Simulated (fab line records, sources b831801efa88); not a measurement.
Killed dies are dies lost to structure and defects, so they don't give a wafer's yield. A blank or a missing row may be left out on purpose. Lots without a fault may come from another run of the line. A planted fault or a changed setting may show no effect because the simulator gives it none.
fab line records | flow sky130
record lots=5 wafers=23
route steps=708 shown PASSIVATION@688
start_h: hours from the record's first day to the start of the lot's first wafer shown | wait_h: hours since the lot's step before | " the same as in the row above | L1.1+2: a row that stands for several wafers | - no value, or no start given | * or withheld: withheld | < > ~ a bound
route shown NAME@n: a module of which the file shows steps, and the number in the route of the first | usual: mean/standard deviation of fault-free wafers | same: alike in all rows | chamber/n: place in a boat | sites: the reading at each site | _std_site: their standard deviation | _edge_site: outer sites' mean less inner sites' | radius_mm: how far each site lies from the wafer's centre | mask NAME#n: copy n | behind: the tool/chamber that last shaped the wafer | hold: why the lot was held/for how many hours/how that ended | device: the transistor (n, p or np) that didn't switch | end of line: the same wafers' tests at the end of the route | a step without rows: its recipe alone | killed: dies lost to structure and defects at the first sort, not the wafer's yield | map: a wafer's dies, x killed, . not, _ none there
set.NAME: the setting as run; set.NAME@STEP: as run at that earlier step | model.NAME: the simulator's own value behind a step, which no gauge read
lots whose settings were changed on purpose; a table a step, a row a wafer
## steps
# step SKY_PASSIVATION_SOFTBAKE_07
# recipe temp_c=110 time_s=withheld
# columns lot.wafer tool chamber start_h wait_h set.temp_c
L075.1+4 litho_track-02 0 1060.24 0.1 112.2
L075.2+3+6 " 0 " " 110
L077.2+3+5 litho_track-04 0 1077.69 0.1 110
L079.1+2+4+5+6 litho_track-04 0 1084.61 0.1 110
L081.1+4 litho_track-01 0 1095.79 0.1 106.6
L081.2+3+6 " 0 " " 110
L085.1+2+5 litho_track-01 0 1106.44 0.1 110
L085.4+6 " 0 " " 113
# step SKY_PASSIVATION_DEVELOP_10
# recipe develop_time_s=60 dev_temp_c=23
# columns lot.wafer tool chamber start_h wait_h set.develop_time_s set.temp_c@PASSIVATION_SOFTBAKE_07 model.coat_of_PASSIVATION_COAT_06.thk_nm
L075.1 litho_track-02 0 - - 62.69 112.2 2972
L075.2 " 0 " " 62.69 110 2992
L075.3 " 0 " " 60 110 2993
L075.4 " 0 " " 62.69 112.2 2968
L075.6 " 0 " " 60 110 2982
L077.2 litho_track-02 0 - - 60 110 2984
L077.3 " 0 " " 60 110 2982
L077.5 " 0 " " 60 110 2996
L079.1+6 litho_track-01 0 - - 60 110 2998
L079.2+4 " 0 " " 60 110 2987
L079.5 " 0 " " 60 110 2989
L081.1 litho_track-02 0 - - 60 106.6 3032
L081.2 " 0 " " 60 110 3001
L081.3 " 0 " " 60 110 3003
L081.4 " 0 " " 60 106.6 3028
L081.6 " 0 " " 60 110 3009
L085.1 litho_track-01 0 - - 60 110 2998
L085.2 " 0 " " 57 110 3000
L085.4 " 0 " " 60 113 2976
L085.5 " 0 " " 60 110 3005
L085.6 " 0 " " 57 113 2965
# step SKY_PASSIVATION_ETCH_11
# recipe chemistry=CF4/O2 target_depth_nm=725 stop_on=AlCu source_w=800 bias_w=150 pressure_mtorr=150 cf4_flow_sccm=80 O2_flow_sccm=10 time_s=161.1
# columns lot.wafer tool chamber start_h wait_h set.temp_c@PASSIVATION_SOFTBAKE_07 model.coat_of_PASSIVATION_COAT_06.thk_nm
L075.1+4 rie_diel-01 0,2 1070.38 - 112.2 2493
L075.2 " 1 " " 110 2520
L075.3 " 3 " " 110 2514
L075.6 " 2 " " 110 2510
L077.2+5 rie_diel-01 1,3 1088.38 - 110 2510
L077.3 " 0 " " 110 2500
L079.1+5 rie_diel-01 3,1 1094.44 - 110 2521
L079.2 " 2 " " 110 2511
L079.4 " 0 " " 110 2507
L079.6 " 2 " " 110 2529
L081.1 rie_diel-01 0 1104.33 - 106.6 2556
L081.2 " 2 " " 110 2525
L081.3 " 1 " " 110 2530
L081.4 " 3 " " 106.6 2550
L081.6 " 3 " " 110 2528
L085.1 rie_diel-03 2 1117.24 - 110 2519
L085.2 " 0 " " 110 2513
L085.4 " 1 " " 113 2496
L085.5 " 0 " " 110 2515
L085.6 " 1 " " 113 2484
# step SKY_PASSIVATION_STRIP_12
# recipe chemistry=O2/N2 power_w=1400 pressure_mtorr=1500 platen_temp_c=withheld overash_fraction=0.7 o2_flow_sccm=3000 n2_flow_sccm=300
# usual strip_time_to_endpoint_s=31.48/0.1
# columns lot.wafer tool chamber start_h wait_h set.temp_c@PASSIVATION_SOFTBAKE_07 strip_time_to_endpoint_s
L075.1 plasma_asher-01 0 1070.49 0.1 112.2 31.24
L075.2 " 1 " " 110 31.56
L075.3 " 0 " " 110 31.50
L075.4 " 1 " " 112.2 31.25
L075.6 " 0 " " 110 31.44
L077.2 plasma_asher-01 0 1088.49 0.1 110 31.44
L077.3 " 1 " " 110 31.32
L077.5 " 0 " " 110 31.43
L079.1 plasma_asher-02 1 1094.55 0.1 110 31.56
L079.2 " 0 " " 110 31.44
L079.4 " 1 " " 110 31.42
L079.5 " 0 " " 110 31.60
L079.6 " 1 " " 110 31.67
L081.1 plasma_asher-02 0 1104.44 0.1 106.6 31.94
L081.2 " 1 " " 110 31.63
L081.3 " 1 " " 110 31.68
L081.4 " 0 " " 106.6 31.92
L081.6 " 0 " " 110 31.67
L085.1 plasma_asher-01 0 1117.35 0.1 110 31.55
L085.2 " 1 " " 110 31.49
L085.4 " 1 " " 113 31.29
L085.5 " 1 " " 110 31.50
L085.6 " 0 " " 113 31.13
## key
split step=SKY_PASSIVATION_SOFTBAKE_07 setting=temp_c stated=110 by=wafer
response step=SKY_PASSIVATION_DEVELOP_10 reading=model.coat_of_PASSIVATION_COAT_06.thk_nm change=-9.62 per=1% r=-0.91
response step=SKY_PASSIVATION_ETCH_11 reading=model.coat_of_PASSIVATION_COAT_06.thk_nm change=-8.98 per=1% r=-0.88
response step=SKY_PASSIVATION_STRIP_12 reading=strip_time_to_endpoint_s change=* per=1% r=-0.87
split step=SKY_PASSIVATION_DEVELOP_10 setting=develop_time_s stated=60 by=wafer
response none clear
